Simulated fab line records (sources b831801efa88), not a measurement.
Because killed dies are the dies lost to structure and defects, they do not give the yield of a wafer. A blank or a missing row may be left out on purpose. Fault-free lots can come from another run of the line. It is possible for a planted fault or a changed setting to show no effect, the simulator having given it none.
fab line records	flow sfq-line
[record] lots = 15	wafers = 45	last-day = 80
route steps=325 shown I2@113 I3@143 JJ@191 M5@205 R5@220 I5@237
lots with no fault: from the same line, run without faults
start-h: the number of hours between the record's first day and the start of the first shown wafer of the lot	wait-h: hours elapsed since this lot's preceding step	" unchanged from the row above	L1.1+2: a row that stands for several wafers	- no value, or no start was given	* or withheld: withheld	< > ~ a bound
route shown NAME@n: a module of which the file shows steps, and the number in the route of the first	usual: mean/standard deviation of fault-free wafers	same: alike in all rows	chamber/n: place in a boat	sites: each site's reading	_std_site: standard deviation of those values	_edge_site: outer sites' mean less inner sites'	radius-mm: how far each site lies from the wafer's centre	mask NAME#n: copy n	behind: tool/chamber where the wafer was last shaped	hold: the reason the lot was held/the length of the hold in hours/how it ended	device: transistor that didn't switch, given as n, p or np	end of line: tests of these same wafers at the route's end	a step without rows: its recipe alone	killed: the dies lost at the first sort to structure and to defects; this is not the yield of the wafer	map: dies across one wafer; x = killed, . = not, _ = none there
set.NAME: the run value of the setting; set.NAME@STEP: its run value at that earlier step	model.NAME: the simulator's own value behind a step, which no gauge read
the route's steps for a sample of lots (tables are steps, rows are wafers)
services: a tool's chamber out of use, with start hour (start-h, from the record's first day; less than 0 if before it), hours out, and reason
[[steps]]
[step SFQ_I2_OVL_MEAS_918]
[usual] I2_OVL = 1/6.8
lot.wafer	tool	chamber	start-h	wait-h	I2_OVL[nm]
L905.2	overlay-02	-	765.05	0.1	10
L905.3	"	-	"	"	14
L905.6	"	-	"	"	2
L906.1	overlay-02	-	766.25	0.1	2
L906.4	"	-	"	"	10
L906.6	"	-	"	"	13
L907.1	overlay-02	-	771.05	0.1	10
L907.3	"	-	"	"	7
L907.5	"	-	"	"	8
L910.2	overlay-01	-	828.69	0.1	-6
L910.4	"	-	"	"	0
L910.6	"	-	"	"	-6
L911.2	overlay-01	-	831.09	0.1	-5
L911.4	"	-	"	"	4
L911.6	"	-	"	"	-3
L912.1	overlay-01	-	839.48	0.1	3
L912.4	"	-	"	"	3
L912.5	"	-	"	"	-2
L913.2	overlay-01	-	855.47	0.1	20
L913.4	"	-	"	"	20
L913.5	"	-	"	"	21
L914.1	overlay-01	-	999.16	0.1	-1
L914.2	"	-	"	"	-1
L914.5	"	-	"	"	-3
L918.3	overlay-02	-	1037.42	0.1	8
L918.4	"	-	"	"	2
L918.6	"	-	"	"	6
L919.2	overlay-02	-	1049.41	0.1	-4
L919.3	"	-	"	"	1
L919.6	"	-	"	"	-6
L920.3	overlay-02	-	1068.62	0.1	7
L920.4	"	-	"	"	-6
L920.5	"	-	"	"	1
L922.1	overlay-01	-	1072.20	0.1	-8
L922.2	"	-	"	"	-3
L922.5	"	-	"	"	-5
L924.1	overlay-02	-	1083.00	0.1	9
L924.2	"	-	"	"	3
L924.6	"	-	"	"	10
L925.2	overlay-01	-	1103.41	0.1	3
L925.5	"	-	"	"	-2
L925.6	"	-	"	"	5
L927.1	overlay-01	-	1119.00	0.1	-1
L927.2	"	-	"	"	-10
L927.3	"	-	"	"	0
[step SFQ_I3_OVL_MEAS_923]
[usual] I3_OVL = 3/4.9
lot.wafer	tool	chamber	start-h	wait-h	I3_OVL[nm]
L905.2	overlay-01	-	919.66	0.1	6
L905.3	"	-	"	"	1
L905.6	"	-	"	"	-4
L906.1	overlay-01	-	923.54	0.1	2
L906.4	"	-	"	"	-3
L906.6	"	-	"	"	3
L907.1	overlay-02	-	927.14	0.1	5
L907.3	"	-	"	"	11
L907.5	"	-	"	"	3
L910.2	overlay-01	-	984.76	0.1	9
L910.4	"	-	"	"	10
L910.6	"	-	"	"	14
L911.2	overlay-02	-	988.36	0.1	1
L911.4	"	-	"	"	3
L911.6	"	-	"	"	1
L912.1	overlay-01	-	989.98	0.1	2
L912.4	"	-	"	"	6
L912.5	"	-	"	"	8
L913.2	overlay-01	-	991.19	0.1	-5
L913.4	"	-	"	"	-5
L913.5	"	-	"	"	-3
L914.1	overlay-02	-	1013.40	0.1	3
L914.2	"	-	"	"	5
L914.5	"	-	"	"	0
L918.3	overlay-01	-	1181.29	0.1	1
L918.4	"	-	"	"	0
L918.6	"	-	"	"	3
L919.2	overlay-01	-	1188.19	0.1	11
L919.3	"	-	"	"	12
L919.6	"	-	"	"	5
L920.3	overlay-01	-	1208.46	0.1	-8
L920.4	"	-	"	"	-3
L920.5	"	-	"	"	-10
L922.1	overlay-01	-	1213.25	0.1	7
L922.2	"	-	"	"	2
L922.5	"	-	"	"	8
L924.1	overlay-02	-	1219.25	0.1	0
L924.2	"	-	"	"	5
L924.6	"	-	"	"	2
L925.2	overlay-01	-	1240.71	0.1	-1
L925.5	"	-	"	"	-1
L925.6	"	-	"	"	-6
L927.1	overlay-01	-	1260.61	0.1	5
L927.2	"	-	"	"	0
L927.3	"	-	"	"	1
[step SFQ_JJ_OVL_MEAS_931]
[usual] J5_OVL = -2/4.9
lot.wafer	tool	chamber	start-h	wait-h	J5_OVL[nm]
L905.2	overlay-01	-	1223.06	0.1	-6
L905.3	"	-	"	"	-1
L905.6	"	-	"	"	-6
L906.1	overlay-01	-	1225.45	0.1	2
L906.4	"	-	"	"	0
L906.6	"	-	"	"	-3
L907.1	overlay-01	-	1227.85	0.1	-6
L907.3	"	-	"	"	-11
L907.5	"	-	"	"	-10
L910.2	overlay-02	-	1276.71	0.1	-3
L910.4	"	-	"	"	-1
L910.6	"	-	"	"	-3
L911.2	overlay-02	-	1277.91	0.1	-3
L911.4	"	-	"	"	-8
L911.6	"	-	"	"	-11
L912.1	overlay-02	-	1279.10	0.1	4
L912.4	"	-	"	"	-7
L912.5	"	-	"	"	0
L913.2	overlay-02	-	1280.31	0.1	-5
L913.4	"	-	"	"	-5
L913.5	"	-	"	"	-10
L914.1	overlay-01	-	1300.38	0.1	-4
L914.2	"	-	"	"	-3
L914.5	"	-	"	"	-3
L918.3	overlay-02	-	1338.10	0.1	3
L918.4	"	-	"	"	-5
L918.6	"	-	"	"	7
L919.2	overlay-01	-	1459.21	0.1	3
L919.3	"	-	"	"	12
L919.6	"	-	"	"	4
L920.3	overlay-01	-	1460.42	0.1	-7
L920.4	"	-	"	"	-15
L920.5	"	-	"	"	-4
L922.1	overlay-01	-	1463.56	0.1	-7
L922.2	"	-	"	"	2
L922.5	"	-	"	"	-4
L924.1	overlay-01	-	1467.16	0.1	2
L924.2	"	-	"	"	-2
L924.6	"	-	"	"	-1
L925.2	overlay-01	-	1474.36	0.1	-1
L925.5	"	-	"	"	5
L925.6	"	-	"	"	0
L927.1	overlay-01	-	1588.91	0.1	-5
L927.2	"	-	"	"	-3
L927.3	"	-	"	"	-3
[step SFQ_TRILAYER_M5_BARC_OPEN_METAL_ETCH_161]
[recipe] mask-material = PR	chemistry = O2	target-depth-nm = 125	target = BARC	icp-w = 600	bias-w = 80	pressure-mtorr = 10	time-s = 41.7
[usual] bias-w = 80.00/0.27	chamber-pressure-mTorr = 9.999/0.01	drypump-motor-current-A = 5.7/0.48	oes-product-au = 0.685/0.0045	time-s = 41.7/0
lot.wafer	tool	chamber	start-h	wait-h	bias-w	chamber-pressure-mTorr	drypump-motor-current-A	oes-product-au	rf-hours-counter-h	time-s
L905.2	rie-metal-01	0	1232.61	0.0	80.15	9.999	5.3	0.685	80	41.7
L905.3	"	1	"	"	80.13	9.996	6.3	0.684	-	41.7
L905.6	"	1	"	"	80.35	9.999	6.3	0.688	-	41.7
L906.1	rie-metal-03	0	1233.81	0.0	79.77	10.003	5.5	0.685	123	41.7
L906.4	"	0	"	"	79.66	9.992	5.5	0.682	-	41.7
L906.6	"	1	"	"	80.00	9.996	6.1	0.688	-	41.7
L907.1	rie-metal-01	1	1235.01	0.0	79.80	9.995	6.3	0.694	68	41.7
L907.3	"	1	"	"	80.23	9.984	6.3	0.680	-	41.7
L907.5	"	0	"	"	80.20	9.996	5.3	0.688	-	41.7
L910.2	rie-metal-03	0	1292.46	0.0	79.53	9.971	5.5	0.685	3	41.7
L910.4	"	1	"	"	80.40	10.004	6.1	0.686	-	41.7
L910.6	"	1	"	"	80.37	10.015	6.1	0.690	-	41.7
L911.2	rie-metal-04	1	1295.61	0.0	80.16	10.011	4.8	0.678	113	41.7
L911.4	"	0	"	"	80.48	10.015	5.7	0.677	-	41.7
L911.6	"	0	"	"	80.34	9.990	5.7	0.682	-	41.7
L912.1	rie-metal-01	1	1296.81	0.0	-	-	-	-	-	-
L912.4	"	0	"	"	-	-	-	-	-	-
L912.5	"	0	"	"	-	-	-	-	-	-
L913.2	rie-metal-01	0	1299.21	0.0	-	-	-	-	-	-
L913.4	"	1	"	"	-	-	-	-	-	-
L913.5	"	1	"	"	-	-	-	-	-	-
L914.1	rie-metal-01	1	1314.87	0.0	-	-	-	-	-	-
L914.2	"	0	"	"	-	-	-	-	-	-
L914.5	"	0	"	"	-	-	-	-	-	-
L918.3	rie-metal-03	0	1435.16	0.0	80.05	9.992	5.5	0.681	-	41.7
L918.4	"	1	"	"	80.03	10.011	6.1	0.685	-	41.7
L918.6	"	1	"	"	79.99	9.989	6.2	0.688	-	41.7
L919.2	rie-metal-03	0	1465.99	0.0	80.04	10.006	5.4	0.687	33	41.7
L919.3	"	0	"	"	79.99	9.994	5.5	0.678	-	41.7
L919.6	"	0	"	"	79.92	10.012	5.5	0.693	-	41.7
L920.3	rie-metal-03	1	1468.41	0.0	79.90	10.002	6.1	0.684	-	41.7
L920.4	"	0	"	"	79.48	9.988	5.5	0.684	-	41.7
L920.5	"	1	"	"	79.85	9.984	6.1	0.694	-	41.7
L922.1	rie-metal-01	0	1470.79	0.0	80.12	9.989	5.3	0.681	117	41.7
L922.2	"	1	"	"	80.13	9.994	6.3	0.696	104	41.7
L922.5	"	0	"	"	80.33	10.001	5.3	0.688	-	41.7
L924.1	rie-metal-01	1	1473.19	0.0	80.22	10.007	6.3	0.682	105	41.7
L924.2	"	0	"	"	79.63	10.016	5.3	0.683	117	41.7
L924.6	"	1	"	"	80.01	10.004	6.3	0.687	-	41.7
L925.2	rie-metal-01	0	1481.72	0.0	79.85	10.008	5.3	0.683	119	41.7
L925.5	"	0	"	"	79.68	9.990	5.3	0.686	-	41.7
L925.6	"	1	"	"	79.88	9.993	6.3	0.684	-	41.7
L927.1	rie-metal-01	0	1598.31	0.0	80.01	9.992	5.3	0.683	132	41.7
L927.2	"	1	"	"	79.76	10.006	6.2	0.678	119	41.7
L927.3	"	0	"	"	79.59	10.008	5.3	0.685	-	41.7
[step SFQ_TRILAYER_M5_ETCH_METAL_ETCH_126]
[recipe] target = Nb	stop-on = SiO2	mask-material = PR	over-etch-frac = 0.15	time-s = 203.2	chemistry = Cl2/BCl3	target-depth-nm = 265	icp-w = 600	bias-w = 80	pressure-mtorr = 10
[usual] bias-w = 79.99/0.24	chamber-pressure-mTorr = 9.997/0.01	drypump-motor-current-A = 5.7/0.48	oes-product-au = 0.729/0.0062
[same] time-s = 203.2
lot.wafer	tool	chamber	start-h	wait-h	bias-w	chamber-pressure-mTorr	drypump-motor-current-A	oes-product-au	rf-hours-counter-h
L905.2	rie-metal-01	0	1232.67	0.0	79.62	10.018	5.3	0.737	80
L905.3	"	1	"	"	80.51	9.984	6.3	0.728	-
L905.6	"	1	"	"	80.13	9.986	6.3	0.727	-
L906.1	rie-metal-03	0	1233.87	0.0	80.22	9.996	5.5	0.724	123
L906.4	"	0	"	"	80.02	9.993	5.5	0.707	-
L906.6	"	1	"	"	79.64	9.994	6.1	0.719	-
L907.1	rie-metal-01	1	1235.07	0.0	80.06	10.006	6.3	0.729	68
L907.3	"	1	"	"	79.69	9.990	6.3	0.721	-
L907.5	"	0	"	"	80.05	9.988	5.3	0.724	-
L910.2	rie-metal-03	0	1292.52	0.0	80.19	9.991	5.5	0.744	3
L910.4	"	1	"	"	79.45	9.992	6.1	0.739	-
L910.6	"	1	"	"	79.65	10.008	6.1	0.730	-
L911.2	rie-metal-04	1	1295.67	0.0	80.01	10.000	4.8	0.729	113
L911.4	"	0	"	"	80.09	9.997	5.6	0.734	-
L911.6	"	0	"	"	79.93	9.985	5.7	0.728	-
L912.1	rie-metal-01	1	1296.87	0.0	80.36	10.012	6.2	0.377	77
L912.4	"	0	"	"	80.48	9.993	5.3	0.373	-
L912.5	"	0	"	"	80.41	10.002	5.3	0.377	-
L913.2	rie-metal-01	0	1299.27	0.0	80.05	9.993	5.3	0.373	91
L913.4	"	1	"	"	80.00	9.990	6.3	0.379	-
L913.5	"	1	"	"	79.85	10.001	6.2	0.370	-
L914.1	rie-metal-01	1	1314.93	0.0	79.79	9.986	6.3	0.373	80
L914.2	"	0	"	"	79.70	9.999	5.3	0.380	93
L914.5	"	0	"	"	80.34	10.000	5.3	0.378	-
L918.3	rie-metal-03	0	1435.27	0.1	79.81	10.000	5.5	0.729	-
L918.4	"	1	"	"	80.24	9.999	6.1	0.719	-
L918.6	"	1	"	"	80.09	10.008	6.1	0.724	-
L919.2	rie-metal-03	0	1466.05	0.0	79.84	10.014	5.5	0.734	33
L919.3	"	0	"	"	79.84	10.002	5.5	0.729	-
L919.6	"	0	"	"	80.00	9.985	5.5	0.728	-
L920.3	rie-metal-03	1	1468.52	0.1	79.86	9.981	6.1	0.726	-
L920.4	"	0	"	"	79.92	10.007	5.5	0.726	-
L920.5	"	1	"	"	79.72	9.999	6.1	0.727	-
L922.1	rie-metal-01	0	1470.85	0.0	80.46	9.990	5.3	0.741	117
L922.2	"	1	"	"	80.16	9.997	6.3	0.725	104
L922.5	"	0	"	"	80.23	9.982	5.3	0.729	-
L924.1	rie-metal-01	1	1473.25	0.0	80.21	9.989	6.3	0.723	105
L924.2	"	0	"	"	79.92	10.023	5.3	0.721	117
L924.6	"	1	"	"	80.36	9.993	6.3	0.724	-
L925.2	rie-metal-01	0	1481.78	0.0	79.67	10.007	5.3	0.730	119
L925.5	"	0	"	"	79.84	10.003	5.3	0.726	-
L925.6	"	1	"	"	79.53	9.998	6.3	0.730	-
L927.1	rie-metal-01	0	1598.37	0.0	79.90	10.005	5.3	0.743	132
L927.2	"	1	"	"	79.89	10.007	6.3	0.731	119
L927.3	"	0	"	"	79.47	9.987	5.3	0.740	-
[step SFQ_TRILAYER_R5_LITHO_EXPOSE_137]
[recipe] mask-id = R5	na = 0.6	source-shape = conventional	sigma-outer = 0.65	target-cd-nm = 500	dose-mj = 14.4
[usual] exposure-dose-mJ-cm2 = 14.399/0.013	focus-offset-nm = -0.1/0.5
lot.wafer	tool	chamber	start-h	wait-h	mask	exposure-dose-mJ-cm2	focus-offset-nm
L905.2	krf-scanner-02	0	1268.10	-	R5#0	14.420	-0.3
L905.3	"	0	"	"	R5#0	14.407	-0.9
L905.6	"	0	"	"	R5#0	14.403	-0.8
L906.1	krf-scanner-02	0	1269.10	-	R5#0	14.401	0.5
L906.4	"	0	"	"	R5#0	14.396	0.5
L906.6	"	0	"	"	R5#0	14.411	0.3
L907.1	krf-scanner-02	0	1270.30	-	R5#0	14.402	0.1
L907.3	"	0	"	"	R5#0	14.410	-0.7
L907.5	"	0	"	"	R5#0	14.390	-0.4
L910.2	krf-scanner-02	0	1402.61	-	R5#0	14.402	0.2
L910.4	"	0	"	"	R5#0	14.369	0.8
L910.6	"	0	"	"	R5#0	14.402	0.5
L911.2	krf-scanner-01	0	1404.06	-	R5#0	14.393	0.0
L911.4	"	0	"	"	R5#0	14.384	-0.5
L911.6	"	0	"	"	R5#0	14.380	-1.1
L912.1	krf-scanner-01	-	1405.06	-	R5#0	-	-
L912.4	"	-	"	"	R5#0	-	-
L912.5	"	-	"	"	R5#0	-	-
L913.2	krf-scanner-01	-	1410.06	-	R5#0	-	-
L913.4	"	-	"	"	R5#0	-	-
L913.5	"	-	"	"	R5#0	-	-
L914.1	krf-scanner-01	-	1414.66	-	R5#0	-	-
L914.2	"	-	"	"	R5#0	-	-
L914.5	"	-	"	"	R5#0	-	-
L918.3	krf-scanner-01	0	1550.61	-	R5#0	14.413	0.6
L918.4	"	0	"	"	R5#0	14.407	0.1
L918.6	"	0	"	"	R5#0	14.402	0.1
L919.2	krf-scanner-01	0	1600.81	-	R5#0	14.399	-0.7
L919.3	"	0	"	"	R5#0	14.411	-0.7
L919.6	"	0	"	"	R5#0	14.411	-0.3
L920.3	krf-scanner-01	0	1603.41	-	R5#0	14.408	-0.2
L920.4	"	0	"	"	R5#0	14.389	-0.7
L920.5	"	0	"	"	R5#0	14.409	-0.5
L922.1	krf-scanner-01	0	1607.81	-	R5#0	14.401	0.2
L922.2	"	0	"	"	R5#0	14.398	0.5
L922.5	"	0	"	"	R5#0	14.393	-0.3
L924.1	krf-scanner-02	0	1612.39	-	R5#0	14.389	-0.2
L924.2	"	0	"	"	R5#0	14.399	-1.0
L924.6	"	0	"	"	R5#0	14.396	-0.5
L925.2	krf-scanner-02	0	1613.79	-	R5#0	14.415	-0.3
L925.5	"	0	"	"	R5#0	14.412	0.0
L925.6	"	0	"	"	R5#0	14.402	-0.2
L927.1	krf-scanner-02	0	1615.99	-	R5#0	14.408	0.1
L927.2	"	0	"	"	R5#0	14.403	-0.2
L927.3	"	0	"	"	R5#0	14.388	0.0
[step SFQ_TRILAYER_I5_ETCH_VIA_ETCH_147]
[recipe] stop-on = Nb	mask-material = PR	chemistry = CHF3	target-depth-nm = 360	source-w = 500	bias-w = 80	pressure-mtorr = 30	time-s = withheld
[usual] bias-w = 80.00/0.24	chamber-pressure-mTorr = 30.004/0.028	drypump-motor-current-A = 5.5/0.42	oes-product-au = 0.988/0.0067
lot.wafer	tool	chamber	start-h	wait-h	bias-w	chamber-pressure-mTorr	drypump-motor-current-A	oes-product-au
L905.2	rie-diel-02	1	1382.38	0.0	79.96	30.009	5.5	0.998
L905.3	"	0	"	"	80.05	30.026	5.3	0.984
L905.6	"	0	"	"	79.89	29.999	5.3	0.985
L906.1	rie-diel-03	0	1383.58	0.0	80.05	30.026	5.8	0.989
L906.4	"	3	"	"	79.86	30.003	5.5	0.993
L906.6	"	1	"	"	79.81	29.973	5.9	0.995
L907.1	rie-diel-02	0	1384.78	0.0	79.86	29.957	5.3	0.985
L907.3	"	3	"	"	80.13	30.014	5.2	0.988
L907.5	"	0	"	"	80.19	30.012	5.3	0.975
L910.2	rie-diel-03	2	1452.08	0.0	80.05	29.968	5.2	0.985
L910.4	"	0	"	"	80.24	30.019	5.8	0.991
L910.6	"	3	"	"	80.12	30.020	5.5	0.993
L911.2	rie-diel-02	1	1453.28	0.0	80.23	30.044	5.5	1.004
L911.4	"	3	"	"	80.33	30.021	5.2	0.986
L911.6	"	2	"	"	79.99	30.003	6.1	0.981
L912.1	rie-diel-04	2	1454.48	0.0	80.01	30.003	4.9	0.379
L912.4	"	1	"	"	80.13	29.995	5.6	0.372
L912.5	"	1	"	"	79.65	30.024	5.6	0.372
L913.2	rie-diel-03	0	1455.68	0.0	80.11	30.013	5.8	0.377
L913.4	"	3	"	"	80.24	29.974	5.5	0.370
L913.5	"	2	"	"	80.15	29.954	5.1	0.377
L914.1	rie-diel-02	1	1456.88	0.0	80.10	29.936	5.5	0.376
L914.2	"	3	"	"	79.93	29.990	5.2	0.364
L914.5	"	0	"	"	79.93	29.959	5.3	0.378
L918.3	rie-diel-04	2	1596.76	0.0	80.12	29.990	4.9	0.984
L918.4	"	1	"	"	79.91	30.021	5.6	0.995
L918.6	"	0	"	"	80.23	30.026	5.0	0.977
L919.2	rie-diel-03	1	1605.39	0.0	79.78	30.003	5.9	0.985
L919.3	"	3	"	"	80.01	30.020	5.5	0.980
L919.6	"	3	"	"	79.86	29.951	5.5	0.982
L920.3	rie-diel-02	2	1607.79	0.0	80.08	29.959	6.1	0.987
L920.4	"	0	"	"	79.71	29.979	5.3	0.985
L920.5	"	0	"	"	79.68	29.950	5.3	0.974
L922.1	rie-diel-03	0	1612.76	0.0	80.03	30.056	5.8	0.991
L922.2	"	1	"	"	80.17	30.016	5.9	0.994
L922.5	"	1	"	"	80.16	30.039	5.9	0.990
L924.1	rie-diel-03	2	1619.96	0.0	80.16	30.044	5.2	0.983
L924.2	"	1	"	"	79.80	30.007	5.9	0.982
L924.6	"	2	"	"	80.26	29.987	5.2	0.990
L925.2	rie-diel-02	3	1622.36	0.0	79.98	29.970	5.2	0.977
L925.5	"	1	"	"	79.73	29.993	5.6	0.981
L925.6	"	2	"	"	79.60	30.028	6.1	0.989
L927.1	rie-diel-03	1	1626.06	0.0	79.95	29.977	5.9	0.992
L927.2	"	0	"	"	80.00	30.026	5.8	0.991
L927.3	"	3	"	"	80.21	30.021	5.5	0.996
[[services]]
tool	chamber	start-h	hours	kind
rie-metal-01	-	1240.67	2.8	pm
krf-scanner-02	-	1259.95	0.8	pm
krf-scanner-02	-	1271.50	1.3	pm
krf-scanner-02	-	1292.13	0.8	pm
rie-diel-03	-	1299.96	2.0	repair
krf-scanner-01	-	1304.71	1.3	pm
rie-diel-03	0	1308.14	7.2	repair
krf-scanner-01	-	1323.04	1.0	pm
krf-scanner-01	-	1364.08	0.7	repair
krf-scanner-02	-	1365.41	1.0	pm
rie-metal-01	-	1370.56	1.4	pm
rie-diel-03	0	1388.43	9.5	repair
krf-scanner-01	-	1393.66	3.0	pm
krf-scanner-02	-	1448.01	1.3	pm
krf-scanner-01	-	1450.66	4.4	pm
krf-scanner-01	-	1473.28	1.5	repair
krf-scanner-01	-	1480.81	1.3	pm
krf-scanner-01	-	1491.11	1.0	pm
krf-scanner-01	-	1499.72	0.8	pm
krf-scanner-02	-	1516.48	70.1	repair
krf-scanner-01	-	1518.50	0.4	repair
rie-metal-03	-	1524.39	0.7	repair
rie-metal-03	-	1578.28	2.8	pm
krf-scanner-02	-	1586.57	1.0	pm
[[key]]
[first-sign] step = SFQ_TRILAYER_M5_BARC_OPEN_METAL_ETCH_161	reading = tool-record	direction = missing
[effect] step = SFQ_TRILAYER_M5_ETCH_METAL_ETCH_126	reading = oes-product-au	direction = down	sigmas = 57	usual = 0.729	struck = 0.375
[effect] step = SFQ_TRILAYER_R5_LITHO_EXPOSE_137	reading = tool-record	direction = missing
[effect] step = SFQ_TRILAYER_I5_ETCH_VIA_ETCH_147	reading = oes-product-au	direction = down	sigmas = 91	usual = 0.988	struck = 0.374
met-at SFQ_TRILAYER_M5_BARC_OPEN_METAL_ETCH_161
struck-lots L912,L913,L914
not-acting-at SFQ_I2_OVL_MEAS_918,SFQ_I3_OVL_MEAS_923,SFQ_JJ_OVL_MEAS_931
onset-between 1235.01 1296.81
[fault] kind = skipped-step-whole	tool = rie-metal-01	chamber = -	onset-h = 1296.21	steps = SFQ_TRILAYER_M5_BARC_OPEN_METAL_ETCH_161	scope = struck-lots-only
